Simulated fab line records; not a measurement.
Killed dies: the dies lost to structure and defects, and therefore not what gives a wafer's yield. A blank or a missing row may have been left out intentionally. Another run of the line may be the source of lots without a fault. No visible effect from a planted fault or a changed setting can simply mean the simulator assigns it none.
fab line records | flow gf180mcu
record lots=6 wafers=18 lastDay=34
route steps=602 shown NSD@238 PSD@248
lots that met no fault: from a run of the same line without faults
startH: start of the lot's first displayed wafer, in hours after the record's first day | waitH: hours from the lot's prior step to this one | " repeats the value in the row above | L1.1+2: several wafers, shown together as one row | - no value present, or no start provided | * or withheld: withheld | < > ~ a bound
route shown NAME@n: names a module that has steps shown in the file, with the first one's number in the route | usual: mean/standard deviation taken from wafers without a fault | same: alike in all rows | chamber/n: place in a boat | sites: per-site readings | _std_site: standard deviation of those values | _edge_site: mean of outer sites minus mean of inner sites | radiusMm: how far each site lies from the wafer's centre | mask NAME#n: copy n | behind: the tool/chamber that last shaped the wafer | hold: what put the lot on hold/how long, in hours/how the hold closed | device: transistor that didn't switch, given as n, p or np | end of line: at the end of the route, the tests of the same wafers | for a step that has no rows: nothing shown but its recipe | killed: dies lost to structure and defects at the first sort, not the wafer's yield | map: shows each die of a wafer: x if killed, . if not, _ if none is there
set.NAME: the setting the step ran with; set.NAME@STEP: the setting that earlier step ran with | model.NAME: the simulator's own value behind a step, which no gauge read
lots at some steps of the route; a table a step, a row a wafer
services: from which hour (startH, from the record's first day; less than 0 if before it) a tool's chamber was out of use, for how many hours, and why
## steps
# step GF_NSD_SOFTBAKE_03
# recipe tempC=90 timeS=60 resist=NOVOLAK
# step GF_NSD_EXPOSE_04
# recipe maskId=Nplus targetCdNm=400 na=0.6 sourceShape=conventional sigmaOuter=0.6 doseMj=140
# step GF_NSD_PEB_05
# recipe tempC=withheld timeS=* resist=NOVOLAK
# step GF_NSD_DEVELOP_06
# recipe developTimeS=60 devTempC=23
# step GF_NSD_CD_MEAS_07
# recipe targetCdNm=400
# usual cdNm=399.7/2.4
# columns lot.wafer tool chamber startH waitH cdNm
L144.1 cdSem-01 - 306.32 0.1 402.5
L144.2 " - " " 404.0
L144.4 " - " " 403.1
L149.2 cdSem-01 - 353.59 0.1 398.2
L149.4 " - " " 399.2
L149.5 " - " " 395.8
L160.1 cdSem-02 - 444.70 0.1 399.4
L160.2 " - " " 401.3
L160.4 " - " " 400.1
L159.1 cdSem-02 - 446.77 0.1 402.0
L159.5 " - " " 403.8
L159.6 " - " " 402.6
L164.1 cdSem-02 - 478.81 0.1 402.0
L164.2 " - " " 401.4
L164.3 " - " " 400.3
L165.1 cdSem-02 - 485.45 0.1 404.3
L165.4 " - " " 400.2
L165.6 " - " " 402.6
# step GF_NSD_OVL_MEAS_08
# usual NSD_OVL=0.0/1.7
# columns lot.wafer tool chamber startH waitH NSD_OVL[nm]
L144.1 overlay-02 - 306.44 0.1 0.8
L144.2 " - " " 0.9
L144.4 " - " " 1.1
L149.2 overlay-01 - 353.70 0.1 0.4
L149.4 " - " " 1.1
L149.5 " - " " 1.0
L160.1 overlay-02 - 444.82 0.1 1.5
L160.2 " - " " 1.4
L160.4 " - " " 0.3
L159.1 overlay-02 - 446.89 0.1 2.3
L159.5 " - " " 2.3
L159.6 " - " " 1.3
L164.1 overlay-01 - 478.93 0.1 1.7
L164.2 " - " " 0.2
L164.3 " - " " -2.1
L165.1 overlay-01 - 485.57 0.1 -0.4
L165.4 " - " " -2.8
L165.6 " - " " -0.7
# step GF_NSD_IMPLANT_09
# recipe species=As energyKev=60 doseCm2=4e+15 tiltDeg=7
# step GF_NSD_IMPLANT_10
# recipe species=P energyKev=40 doseCm2=5e+14 tiltDeg=7
# step GF_NSD_STRIP_11
# recipe chemistry=O2/N2 powerW=1400 pressureMtorr=1500 platenTempC=250 o2FlowSccm=3000 n2FlowSccm=300 overashFraction=0.5
# usual drypumpMotorCurrentA=5.7/0.5 heaterPowerW=341/27 oesProductAu=0.489/0.0043 platenTempC=249.95/0.18 stripTimeToEndpointS=23.12/0.039
# columns lot.wafer tool chamber startH waitH drypumpMotorCurrentA heaterPowerW oesProductAu platenTempC rfHoursCounterH stripTimeToEndpointS
L144.1 plasmaAsher-03 0 306.78 0.1 6.1 314 0.493 249.92 55 23.16
L144.2 " 1 " " 6.2 335 0.488 249.87 55 23.13
L144.4 " 1 " " 6.2 349 0.481 249.96 - 23.13
L149.2 plasmaAsher-02 0 354.03 0.1 5.2 367 0.483 249.91 24 23.18
L149.4 " 1 " " 6.1 359 0.491 250.08 - 23.20
L149.5 " 1 " " 6.1 360 0.481 249.96 - 23.15
L160.1 plasmaAsher-03 1 445.15 0.1 6.2 345 0.484 249.96 67 23.15
L160.2 " 0 " " 6.2 317 0.489 250.04 67 23.12
L160.4 " 1 " " 6.2 353 0.488 249.73 - 23.15
L159.1 plasmaAsher-02 0 447.23 0.1 5.2 360 0.493 249.94 34 23.12
L159.5 " 1 " " 6.0 358 0.487 249.99 - 23.12
L159.6 " 0 " " 5.2 369 0.489 249.73 - 23.14
L164.1 plasmaAsher-04 0 479.27 0.1 5.7 300 0.482 249.97 87 23.06
L164.2 " 1 " " 4.8 295 0.494 250.11 87 23.09
L164.3 " 0 " " 5.7 310 0.490 249.97 - 23.02
L165.1 plasmaAsher-03 1 485.90 0.1 6.2 344 0.490 250.05 71 23.09
L165.4 " 1 " " 6.2 350 0.483 250.16 - 23.10
L165.6 " 1 " " 6.2 354 0.485 249.99 - 23.07
# step GF_NSD_TW_MEAS_12
# usual NSD_TW=4259/24
# columns lot.wafer tool chamber startH waitH NSD_TW
L144.1 filmMetro-04 - 306.88 0.1 4276
L144.2 " - " " 4253
L144.4 " - " " 4262
L149.2 filmMetro-04 - 354.14 0.1 4298
L149.4 " - " " 4280
L149.5 " - " " 4279
L160.1 filmMetro-03 - 445.25 0.1 4260
L160.2 " - " " 4259
L160.4 " - " " 4258
L159.1 filmMetro-04 - 447.33 0.1 4255
L159.5 " - " " 4285
L159.6 " - " " 4286
L164.1 filmMetro-03 - 479.37 0.1 4243
L164.2 " - " " 4270
L164.3 " - " " 4274
L165.1 filmMetro-03 - 486.00 0.1 4291
L165.4 " - " " 4292
L165.6 " - " " 4299
# step GF_PSD_DEHYDRATE_00
# recipe tempC=200 timeS=60
# step GF_PSD_HMDS_01
# recipe primeTimeS=60 primeTempC=120
# step GF_PSD_COAT_02
# recipe resist=NOVOLAK spinRpm=3000 resistThkNm=1000
# usual chillPlateTempC=22.99/0.11 dispensePressureKPa=51.5/2.6 spinSpeedRpm=2999.8/2.3
# columns lot.wafer tool chamber startH waitH chillPlateTempC dispensePressureKPa spinSpeedRpm
L144.1 lithoTrack-03 0 316.92 0.1 22.88 53.3 3001.1
L144.2 " 0 " " 23.03 53.3 2996.7
L144.4 " 0 " " 23.06 53.3 2997.7
L149.2 lithoTrack-01 0 365.20 0.1 22.83 47.1 3002.8
L149.4 " 0 " " 22.90 47.0 3003.4
L149.5 " 0 " " 22.85 47.0 2998.1
L160.1 lithoTrack-03 - 456.67 0.1 - - -
L160.2 " - " " - - -
L160.4 " - " " - - -
L159.1 lithoTrack-03 - 458.52 0.1 - - -
L159.5 " - " " - - -
L159.6 " - " " - - -
L164.1 lithoTrack-03 0 491.02 0.1 22.96 53.3 3000.3
L164.2 " 0 " " 23.04 53.3 3000.5
L164.3 " 0 " " 22.99 53.3 3001.0
L165.1 lithoTrack-03 0 497.87 0.1 23.03 53.3 3001.4
L165.4 " 0 " " 23.01 53.3 3001.8
L165.6 " 0 " " 23.18 53.3 2999.9
# step GF_PSD_SOFTBAKE_03
# recipe tempC=90 timeS=60 resist=NOVOLAK
# step GF_PSD_EXPOSE_04
# recipe maskId=Pplus targetCdNm=400 na=0.6 sourceShape=conventional sigmaOuter=0.6 doseMj=140
# step GF_PSD_PEB_05
# recipe tempC=withheld timeS=* resist=NOVOLAK
# step GF_PSD_DEVELOP_06
# recipe developTimeS=60 devTempC=23
# step GF_PSD_CD_MEAS_07
# recipe targetCdNm=400
# usual cdNm=400.1/2
# columns lot.wafer tool chamber startH waitH cdNm
L144.1 cdSem-02 - 327.54 0.1 400.7
L144.2 " - " " 400.0
L144.4 " - " " 400.8
L149.2 cdSem-01 - 375.84 0.1 403.5
L149.4 " - " " 400.5
L149.5 " - " " 401.7
L160.1 cdSem-02 - 468.96 0.2 -
L160.2 " - " " -
L160.4 " - " " -
L159.1 cdSem-02 - 471.17 0.1 -
L159.5 " - " " -
L159.6 " - " " -
L164.1 cdSem-02 - 503.07 0.1 402.7
L164.2 " - " " 400.6
L164.3 " - " " 400.2
L165.1 cdSem-01 - 509.60 0.1 400.6
L165.4 " - " " 400.8
L165.6 " - " " 402.4
# step GF_PSD_OVL_MEAS_08
# usual PSD_OVL=0.8/1.2
# columns lot.wafer tool chamber startH waitH PSD_OVL[nm]
L144.1 overlay-01 - 327.66 0.1 -0.6
L144.2 " - " " -0.4
L144.4 " - " " 0.2
L149.2 overlay-01 - 375.95 0.1 1.7
L149.4 " - " " 1.2
L149.5 " - " " 0.8
L160.1 overlay-01 - 469.08 0.1 -
L160.2 " - " " -
L160.4 " - " " -
L159.1 overlay-01 - 471.29 0.1 -
L159.5 " - " " -
L159.6 " - " " -
L164.1 overlay-02 - 503.19 0.1 0.2
L164.2 " - " " 1.2
L164.3 " - " " 1.0
L165.1 overlay-01 - 509.72 0.1 1.1
L165.4 " - " " -0.3
L165.6 " - " " -0.8
## services
# columns tool chamber startH hours kind
plasmaAsher-03 - 374.65 22.8 repair
plasmaAsher-02 - 390.18 0.9 repair
plasmaAsher-03 - 391.33 1.6 repair
plasmaAsher-03 - 447.28 5.6 repair
## key
firstSign step=GF_PSD_COAT_02 reading=toolRecord direction=missing
effect step=GF_PSD_CD_MEAS_07 reading=cdNm direction=missing
effect step=GF_PSD_OVL_MEAS_08 reading=PSD_OVL direction=missing
metAt GF_PSD_COAT_02
struckWafers L159.1,L159.5,L159.6,L160.1,L160.2,L160.4
sortLeftOut L159.1,L159.5,L159.6,L160.1,L160.2,L160.4
testerLeftOut L159,L160
onsetBetween 316.92 456.67
fault kind=skippedStepWhole tool=lithoTrack-03 chamber=- onsetH=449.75 steps=GF_PSD_COAT_02 scope=struckLotsOnly
# testerLeftOut: of these lots the tester's yield and bins aren't shown, on N5 and GAA mostly nor the transistor test; their killed dies are dies lost to structure and defects alone, not to doping, threshold or leakage, so they don't give the yield
# sortLeftOut: the simulated sort isn't trusted on such a fault, so these wafers' sort isn't shown, and their yield isn't known
